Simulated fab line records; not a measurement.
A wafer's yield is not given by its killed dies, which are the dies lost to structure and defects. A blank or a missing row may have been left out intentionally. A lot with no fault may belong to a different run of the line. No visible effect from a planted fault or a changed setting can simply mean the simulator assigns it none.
fab line records    flow sfqLine
record: lots: 13  wafers: 39  lastDay: 92
route steps=325 shown M3@131 I4@163 JJ@180
lots with no fault: from the same line, run without faults
startH: hours from the record's first day to the start of the lot's first wafer shown    waitH: how many hours have passed since the lot's step before this one    " repeats the value in the row above    L1.1+2: one row covering several wafers at once    - no value present, or no start provided    * or withheld: withheld    < > ~ a bound
route shown NAME@n: a module of which the file shows steps, and the number in the route of the first    usual: average and standard deviation across the fault-free wafers    same: alike in all rows    chamber/n: place in a boat    sites: per-site readings    _std_site: standard deviation across them    _edge_site: the outer-site mean with the inner-site mean subtracted    radiusMm: for every site, how far away it sits from the centre of the wafer    mask NAME#n: copy n    behind: tool/chamber where the wafer was last shaped    hold: the reason the lot was held/the length of the hold in hours/how it ended    device: the transistor (n, p or np) that didn't switch    end of line: tests of these same wafers at the route's end    a step with no rows: only its recipe    killed: dies lost to structure and defects at the first sort, not the wafer's yield    map: the dies of a wafer, with x for killed, . for not killed, _ for no die there
set.NAME: the setting as run; set.NAME@STEP: as run at that earlier step    model.NAME: the simulator's own value behind a step, which no gauge read
a sample of lots followed through the steps of the route, with each step as a table and each wafer as a row
services: a tool's chamber out of use, with start hour (startH, from the record's first day; less than 0 if before it), hours out, and reason
== steps ==
step: SFQ_TRILAYER_M3_STRIP_STRIP_079
recipe: gas: O2  powerW: 200  platenTempC: 40  overashFraction: 0.65  chemistry: O2  pressureMtorr: 50
usual: drypumpMotorCurrentA: 5.59/0.29  oesProductAu: 1.000/0.0072
lot.wafer  tool         chamber  startH   waitH  drypumpMotorCurrentA  oesProductAu  rfHoursCounterH
L924.3     rieMetal-01  1        1033.90  0.2    5.70                  0.975         -
L924.4     "            0        "        "      5.81                  1.001         -
L924.5     "            0        "        "      5.81                  0.998         -
L925.1     rieMetal-04  1        1049.43  0.1    5.38                  0.989         79
L925.2     "            0        "        "      5.20                  1.008         97
L925.3     "            1        "        "      5.37                  0.995         -
L926.1     rieMetal-02  0        1059.03  0.1    6.01                  1.012         56
L926.3     "            1        "        "      5.74                  1.003         -
L926.4     "            0        "        "      5.98                  1.008         -
L927.1     rieMetal-04  1        1061.61  0.2    5.31                  1.010         81
L927.4     "            1        "        "      5.32                  1.009         -
L927.6     "            1        "        "      5.34                  1.025         -
L928.2     rieMetal-01  0        1065.03  0.1    5.79                  1.004         32
L928.3     "            0        "        "      5.80                  1.009         -
L928.4     "            1        "        "      5.72                  1.001         -
L929.2     rieMetal-04  1        1082.32  0.1    5.32                  1.008         84
L929.3     "            1        "        "      5.33                  1.007         -
L929.6     "            1        "        "      5.31                  0.997         -
L934.1     rieMetal-02  1        1142.62  0.1    5.76                  0.994         41
L934.4     "            0        "        "      6.04                  0.991         -
L934.6     "            0        "        "      5.97                  0.998         -
L941.2     rieMetal-01  1        1183.89  0.1    5.73                  1.009         131
L941.3     "            1        "        "      5.73                  0.999         -
L941.5     "            0        "        "      5.83                  0.991         -
L942.2     rieMetal-01  0        1199.49  0.1    5.85                  0.995         55
L942.4     "            0        "        "      5.83                  1.007         -
L942.5     "            0        "        "      5.84                  0.995         -
L943.1     rieMetal-02  0        1203.09  0.1    5.96                  0.993         80
L943.4     "            1        "        "      5.75                  0.998         -
L943.6     "            1        "        "      5.75                  0.997         -
L944.3     rieMetal-04  1        1205.69  0.2    5.34                  1.005         -
L944.5     "            1        "        "      5.33                  1.005         -
L944.6     "            0        "        "      5.18                  1.000         -
L945.1     rieMetal-02  0        1206.69  0.1    5.95                  0.998         81
L945.2     "            1        "        "      5.75                  1.003         52
L945.6     "            1        "        "      5.75                  0.998         -
L946.1     rieMetal-01  0        1207.89  0.1    5.79                  1.004         56
L946.3     "            0        "        "      5.81                  0.998         -
L946.5     "            0        "        "      5.78                  0.994         -
step: SFQ_TRILAYER_I4_DEP_PECVD_099
recipe: material: SiO2  tempC: 150  timeS: 111.11  pressureTorr: 2.4  rfW: 183.3  precursor: SiH4/N2O  targetThkNm: 500
usual: heaterPowerW: 88/24  throttleValvePct: 24.7/1.1
lot.wafer  tool      chamber  startH   waitH  heaterPowerW  throttleValvePct
L924.3     pecvd-03  2        1278.41  0.0    103           25.4
L924.4     "         1        "        "      80            23.2
L924.5     "         2        "        "      102           25.5
L925.1     pecvd-03  1        1288.01  0.0    94            22.9
L925.2     "         0        "        "      55            23.0
L925.3     "         2        "        "      105           25.6
L926.1     pecvd-01  1        1297.59  0.0    126           25.6
L926.3     "         2        "        "      83            26.2
L926.4     "         1        "        "      131           25.4
L927.1     pecvd-01  1        1302.41  0.0    125           25.5
L927.4     "         0        "        "      51            25.3
L927.6     "         1        "        "      130           25.5
L928.2     pecvd-01  2        1309.04  0.0    86            26.2
L928.3     "         1        "        "      126           25.7
L928.4     "         2        "        "      85            26.4
L929.2     pecvd-04  2        1312.64  0.0    99            25.3
L929.3     "         1        "        "      93            25.1
L929.6     "         0        "        "      85            25.2
L934.1     pecvd-03  0        1379.79  0.0    55            23.2
L934.4     "         1        "        "      91            23.0
L934.6     "         2        "        "      100           25.7
L941.2     pecvd-04  1        1450.66  0.0    96            25.3
L941.3     "         0        "        "      79            25.5
L941.5     "         1        "        "      103           25.2
L942.2     pecvd-01  1        1461.46  0.0    131           24.7
L942.4     "         1        "        "      108           24.8
L942.5     "         0        "        "      54            23.5
L943.1     pecvd-04  1        1468.66  0.0    108           25.2
L943.4     "         0        "        "      70            25.2
L943.6     "         1        "        "      87            25.2
L944.3     pecvd-01  2        1471.06  0.0    89            24.7
L944.5     "         0        "        "      53            23.6
L944.6     "         2        "        "      89            24.4
L945.1     pecvd-03  0        1472.43  0.0    66            23.5
L945.2     "         2        "        "      105           26.4
L945.6     "         2        "        "      107           26.0
L946.1     pecvd-04  2        1473.46  0.0    112           25.2
L946.3     "         1        "        "      105           25.4
L946.5     "         2        "        "      92            25.1
step: SFQ_TRILAYER_I4_CMP_CMP_100
recipe: material: SiO2  downForcePsi: 3  platenRpm: 60  padVelocityMS: 0.94248
usual: headPressurePsi: 3.001/0.0063  motorCurrentA: 10.6/0.77  platenRpm: 60.00/0.043  slurryFlowMlMin: 150.1/0.49  timeToEndpointS: 214/6.4
lot.wafer  tool    chamber  startH   waitH  headPressurePsi  motorCurrentA  platenRpm  slurryFlowMlMin  timeToEndpointS
L924.3     cmp-02  3        1307.30  28.9   2.999            10.9           59.88      150.1            210
L924.4     "       0        "        "      3.007            11.6           60.05      150.3            226
L924.5     "       3        1309.30  30.8   2.991            11.1           60.07      149.5            213
L925.2     cmp-01  3        1316.95  28.9   2.999            10.2           60.04      149.6            217
L925.3     "       0        "        "      3.000            11.2           60.03      149.7            209
L925.1     "       2        1318.45  30.4   2.998            10.9           60.02      149.9            211
L926.4     cmp-01  0        1326.45  28.8   3.002            11.5           59.97      150.3            226
L926.1     "       1        "        "      2.984            9.7            60.07      150.1            210
L926.3     "       2        "        "      2.995            10.8           60.00      150.1            211
L927.4     cmp-01  1        1334.95  32.5   2.997            9.3            60.01      150.0            209
L927.1     "       2        "        "      2.999            11.2           60.02      149.1            212
L927.6     "       1        1336.95  34.5   2.998            9.2            60.09      149.8            219
L928.2     cmp-01  3        1340.95  31.9   3.008            9.8            60.09      150.4            204
L928.3     "       0        "        "      3.001            11.2           60.01      151.0            201
L928.4     "       2        1342.45  33.3   3.001            11.2           59.99      149.8            217
L929.3     cmp-01  1        1344.95  32.3   3.004            8.9            59.98      150.2            215
L929.2     "       2        "        "      3.000            10.7           60.00      150.3            214
L929.6     "       0        1346.45  33.7   3.002            10.7           60.13      150.7            221
L934.4     cmp-01  0        1380.37  0.5    2.993            11.3           59.99      150.3            280
L934.1     "       1        "        "      3.004            9.6            59.93      149.7            210
L934.6     "       3        1381.87  2.0    2.998            10.1           59.99      149.8            213
L941.2     cmp-02  0        1450.73  0.0    3.006            10.4           60.08      149.7            211
L941.3     "       1        "        "      3.005            11.2           59.99      149.6            217
L941.5     "       1        1453.23  2.5    3.003            11.5           59.99      150.4            222
L942.2     cmp-02  3        1463.25  1.8    3.006            11.1           60.00      150.4            211
L942.4     "       1        1464.25  2.7    2.997            10.9           60.02      150.1            220
L942.5     "       2        "        "      2.994            10.3           60.03      149.9            211
L943.1     cmp-01  0        1473.62  4.9    2.985            11.3           59.96      151.0            200
L943.4     "       1        "        "      3.003            8.5            59.91      150.9            203
L943.6     "       0        1475.62  6.9    2.990            11.3           60.01      150.5            207
L944.3     cmp-02  1        1476.25  5.2    3.002            11.5           60.02      151.0            211
L944.5     "       2        "        "      2.999            10.0           59.96      150.1            215
L944.6     "       3        "        "      2.995            10.9           60.05      149.3            213
L945.2     cmp-01  1        1476.62  4.1    3.007            9.0            59.98      150.9            200
L945.1     "       0        1478.12  5.6    3.005            10.9           59.95      149.5            215
L945.6     "       2        1479.12  6.6    2.993            11.3           60.00      149.9            211
L946.3     cmp-02  1        1478.25  4.8    3.000            11.2           59.96      150.5            216
L946.1     "       3        1479.25  5.8    2.994            10.9           60.01      149.6            213
L946.5     "       1        1480.25  6.7    3.006            11.4           60.01      149.9            222
step: SFQ_TRILAYER_I4_METRO_MEASURE_101
usual: thkNm: 200.1/0.88
lot.wafer  tool          chamber  startH   waitH  thkNm
L924.3     filmMetro-04  -        1310.82  0.5    200.3
L924.4     "             -        "        "      201.1
L924.5     "             -        "        "      200.2
L925.1     filmMetro-01  -        1320.07  0.1    200.6
L925.2     "             -        "        "      201.2
L925.3     "             -        "        "      200.6
L926.1     filmMetro-04  -        1329.07  0.1    198.7
L926.3     "             -        "        "      199.0
L926.4     "             -        "        "      200.0
L927.1     filmMetro-01  -        1338.07  0.1    201.4
L927.4     "             -        "        "      199.9
L927.6     "             -        "        "      199.7
L928.2     filmMetro-04  -        1344.27  0.3    202.2
L928.3     "             -        "        "      201.3
L928.4     "             -        "        "      200.8
L929.2     filmMetro-04  -        1347.27  0.3    200.1
L929.3     "             -        "        "      200.1
L929.6     "             -        "        "      201.9
L934.1     filmMetro-03  -        1382.99  0.1    196.5
L934.4     "             -        "        "      304.0
L934.6     "             -        "        "      199.2
L941.2     filmMetro-03  -        1454.05  0.3    200.3
L941.3     "             -        "        "      200.6
L941.5     "             -        "        "      200.5
L942.2     filmMetro-01  -        1466.07  0.3    200.1
L942.4     "             -        "        "      200.4
L942.5     "             -        "        "      200.3
L943.1     filmMetro-04  -        1476.74  0.1    200.3
L943.4     "             -        "        "      200.2
L943.6     "             -        "        "      199.8
L944.3     filmMetro-03  -        1478.27  0.5    201.1
L944.5     "             -        "        "      200.2
L944.6     "             -        "        "      200.2
L945.1     filmMetro-01  -        1479.74  0.1    201.2
L945.2     "             -        "        "      200.5
L945.6     "             -        "        "      199.3
L946.1     filmMetro-03  -        1480.87  0.1    199.5
L946.3     "             -        "        "      199.7
L946.5     "             -        "        "      200.1
step: SFQ_TRILAYER_I4_VIA_ETCH_VIA_ETCH_106
recipe: target: SiO2  stopOn: Nb  maskMaterial: PR  taperDeg: 20  chemistry: CHF3  targetDepthNm: 260  sourceW: 500  biasW: 80  pressureMtorr: 30  timeS: withheld
usual: drypumpMotorCurrentA: 6.0/0.39  oesProductAu: 0.855/0.005
lot.wafer  tool        chamber  startH   waitH  drypumpMotorCurrentA  oesProductAu
L924.3     rieDiel-03  0        1417.09  0.0    6.1                   0.852
L924.4     "           3        "        "      5.5                   0.854
L924.5     "           2        "        "      6.0                   0.856
L925.1     rieDiel-03  0        1430.29  0.0    6.2                   0.854
L925.2     "           2        "        "      6.0                   0.855
L925.3     "           3        "        "      5.5                   0.848
L926.1     rieDiel-03  1        1434.98  0.0    5.9                   0.846
L926.3     "           0        "        "      6.1                   0.851
L926.4     "           2        "        "      6.0                   0.852
L927.1     rieDiel-03  2        1448.54  0.0    6.1                   0.858
L927.4     "           1        "        "      5.9                   0.863
L927.6     "           3        "        "      5.5                   0.861
L928.2     rieDiel-04  0        1461.74  0.0    5.8                   0.861
L928.3     "           2        "        "      5.1                   0.864
L928.4     "           1        "        "      6.0                   0.851
L929.2     rieDiel-01  1        1465.34  0.0    6.7                   0.852
L929.3     "           2        "        "      5.9                   0.859
L929.6     "           0        "        "      5.6                   0.863
L934.1     rieDiel-01  0        1497.74  0.0    5.6                   0.846
L934.4     "           3        "        "      6.3                   1.000
L934.6     "           1        "        "      6.7                   0.855
L941.2     rieDiel-04  1        1576.30  0.0    6.0                   0.859
L941.3     "           3        "        "      6.1                   0.853
L941.5     "           0        "        "      5.8                   0.859
L942.2     rieDiel-03  2        1582.30  0.0    6.0                   0.851
L942.4     "           3        "        "      5.5                   0.850
L942.5     "           1        "        "      5.9                   0.853
L943.1     rieDiel-01  3        1597.19  0.0    6.3                   0.857
L943.4     "           2        "        "      5.9                   0.860
L943.6     "           3        "        "      6.3                   0.844
L944.3     rieDiel-04  3        1599.59  0.0    6.1                   0.857
L944.5     "           0        "        "      5.8                   0.865
L944.6     "           1        "        "      6.0                   0.852
L945.1     rieDiel-01  0        1601.99  0.0    5.6                   0.856
L945.2     "           1        "        "      6.7                   0.858
L945.6     "           2        "        "      5.9                   0.852
L946.1     rieDiel-04  2        1604.39  0.0    5.1                   0.851
L946.3     "           1        "        "      6.1                   0.852
L946.5     "           0        "        "      5.8                   0.861
step: SFQ_TRILAYER_JJ_TRILAYER_DEP_SPUTTER_110
recipe: material: Al  basePressurePa: 1.33e-06  targetThkNm: 8  powerW: 500  timeS: 10  chamberPressurePa: 0.4
usual: throttleValvePct: 29.9/0.92
lot.wafer  tool           chamber  startH   waitH  throttleValvePct
L924.3     pvdSputter-06  -        1418.25  0.0    29.9
L924.4     "              -        "        "      29.1
L924.5     "              -        "        "      29.2
L925.1     pvdSputter-04  -        1431.28  0.0    28.8
L925.2     "              -        "        "      30.8
L925.3     "              -        "        "      29.5
L926.1     pvdSputter-04  -        1435.96  0.0    29.2
L926.3     "              -        "        "      30.6
L926.4     "              -        "        "      28.8
L927.1     pvdSputter-04  -        1449.52  0.0    29.2
L927.4     "              -        "        "      30.6
L927.6     "              -        "        "      28.9
L928.2     pvdSputter-04  -        1462.72  0.0    28.9
L928.3     "              -        "        "      28.9
L928.4     "              -        "        "      29.2
L929.2     pvdSputter-03  -        1466.32  0.0    29.3
L929.3     "              -        "        "      30.7
L929.6     "              -        "        "      30.8
L934.1     pvdSputter-04  -        1498.72  0.0    28.8
L934.4     "              -        "        "      28.8
L934.6     "              -        "        "      28.8
L941.2     pvdSputter-06  -        1577.31  0.0    29.9
L941.3     "              -        "        "      31.1
L941.5     "              -        "        "      29.4
L942.2     pvdSputter-04  -        1583.89  0.0    29.2
L942.4     "              -        "        "      28.7
L942.5     "              -        "        "      29.0
L943.1     pvdSputter-03  -        1598.78  0.0    29.9
L943.4     "              -        "        "      29.1
L943.6     "              -        "        "      31.1
L944.3     pvdSputter-06  -        1600.59  0.0    29.6
L944.5     "              -        "        "      29.8
L944.6     "              -        "        "      31.2
L945.1     pvdSputter-03  -        1602.98  0.0    31.9
L945.2     "              -        "        "      30.9
L945.6     "              -        "        "      29.6
L946.1     pvdSputter-06  -        1605.39  0.0    29.0
L946.3     "              -        "        "      29.8
L946.5     "              -        "        "      29.7
== services ==
tool           chamber  startH   hours  kind
pecvd-01       0        1010.85  17.6   repair
rieDiel-03     -        1023.32  2.8    pm
pecvd-01       -        1027.62  0.5    repair
filmMetro-04   -        1059.73  0.6    pm
rieDiel-03     3        1060.36  6.8    repair
filmMetro-04   -        1061.78  0.2    pm
cmp-02         -        1088.57  4.0    pm
pecvd-01       -        1093.48  18.2   repair
cmp-02         -        1124.40  0.7    repair
rieDiel-03     0        1162.05  2.1    repair
cmp-01         -        1197.87  6.6    pm
cmp-01         -        1247.19  2.2    repair
cmp-01         -        1264.45  4.0    pm
cmp-01         -        1273.94  1.0    repair
cmp-01         -        1280.96  1.7    repair
pvdSputter-04  -        1284.45  3.4    repair
pvdSputter-04  -        1311.46  7.2    repair
cmp-01         -        1447.61  8.0    pm
cmp-01         -        1511.43  0.6    repair
cmp-01         -        1535.41  0.4    repair
cmp-01         -        1554.83  4.7    pm
cmp-01         -        1565.52  7.1    pm
cmp-01         -        1579.91  1.3    repair
pvdSputter-04  -        1598.63  7.5    repair
== key ==
firstSign: step: SFQ_TRILAYER_I4_CMP_CMP_100  reading: timeToEndpointS  direction: up  sigmas: 10  usual: *  struck: *
effect: step: SFQ_TRILAYER_I4_METRO_MEASURE_101  reading: thkNm  direction: up  sigmas: 99+  usual: 200.1  struck: 304.0
effect: step: SFQ_TRILAYER_I4_VIA_ETCH_VIA_ETCH_106  reading: oesProductAu  direction: up  sigmas: 29  usual: 0.855  struck: 1.000
metAt SFQ_TRILAYER_I4_CMP_CMP_100
struckLots L934
struckWafers L934.4
notActingAt SFQ_TRILAYER_M3_STRIP_STRIP_079,SFQ_TRILAYER_I4_DEP_PECVD_099,SFQ_TRILAYER_JJ_TRILAYER_DEP_SPUTTER_110
onsetBetween 1344.95 1380.37
fault: kind: processParameterDrift  tool: cmp-01  chamber: 0  onsetH: 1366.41  steps: SFQ_TRILAYER_I4_CMP_CMP_100  channel: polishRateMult  offset: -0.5  shape: step  endH: 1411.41
